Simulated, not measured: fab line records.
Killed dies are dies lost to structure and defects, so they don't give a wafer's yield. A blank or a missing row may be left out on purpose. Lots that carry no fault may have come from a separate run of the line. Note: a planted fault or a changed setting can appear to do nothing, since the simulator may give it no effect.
A single fault, viewed from 2 desks -- flow sky130 -- numbers are kept per desk, each desk with only its own; the story behind them comes last

## AT THE TOOL OWNER'S DESK: implanter-03
The tool's own readings at SKY_LDD_LDN_IMPLANT_11: means of the sampled wafers that have a number, for each lot that ran on this tool. Marked OUT: a lot whose mean sits more than 4 standard deviations from the usual mean, which makes it out of limits; the brackets give that distance.
Columns: A = beam energy keV at SKY_LDD_LDN_IMPLANT_11, usual 14.998
lot,first seen here,A
L550,day 23 14:10,14.999
L558,day 26 03:08,14.992
L560,day 27 12:39,14.996
L563,day 28 00:26,16.491 (+99 or more) OUT
L565,day 28 18:51,16.490 (+99 or more) OUT
Finding of this desk: L563, L565 out of limits; the first was L563 at day 28 00:26, on beam energy keV at SKY_LDD_LDN_IMPLANT_11. In limits: L550, L558, L560.

## METROLOGY DESK
What the gauges read for every lot (on any tool): the sampled wafers with a number, averaged. Marked OUT: a lot whose mean sits more than 4 standard deviations from the usual mean, which makes it out of limits; the brackets give that distance.
Columns: A = LI_CONTACT_W_THK at SKY_LI_CONTACT_THK_MEAS_23, usual 409 nm; B = cd nm at SKY_VIA2_CD_MEAS_12, usual 200.1 nm
lot,first seen here,A,B
L549,day 29 06:40,415,201.7
L550,day 29 18:47,401,200.3
L551,day 29 23:17,420,201.7
L553,day 30 04:28,401,198.8
L555,day 31 00:11,417,200.9
L556,day 31 15:23,402,201.2
L557,day 31 16:08,404,199.1
L558,day 31 23:46,405,198.9
L560,day 33 08:26,413,199.1
L563,day 33 17:27,410,198.8
L564,day 33 23:13,401,199.9
L565,day 34 11:12,409,199.1
L570,day 35 20:10,403,200.3
L572,day 36 17:59,416,202.5
This desk's finding: nothing out of limits on any of the 14 lots.

## TAKEN TOGETHER
The tool owner's desk had the chance to raise an alarm at day 28 00:26 on L563, L565.
Nothing out of limits was seen by the metrology desk.
The metrology desk holds a record of L563, L565, inside its limits.
On implanter-03, each named lot ran SKY_LDD_LDN_IMPLANT_11.

## WHAT HAD BEEN PUT IN BY THE SIMULATOR
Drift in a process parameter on implanter-03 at SKY_LDD_LDN_IMPLANT_11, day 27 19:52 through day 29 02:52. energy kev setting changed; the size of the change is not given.
Struck lots among those shown: L563, L565.
Delay in hours, fault start to first out-of-limits reading, by desk: the tool owner's desk at 5.
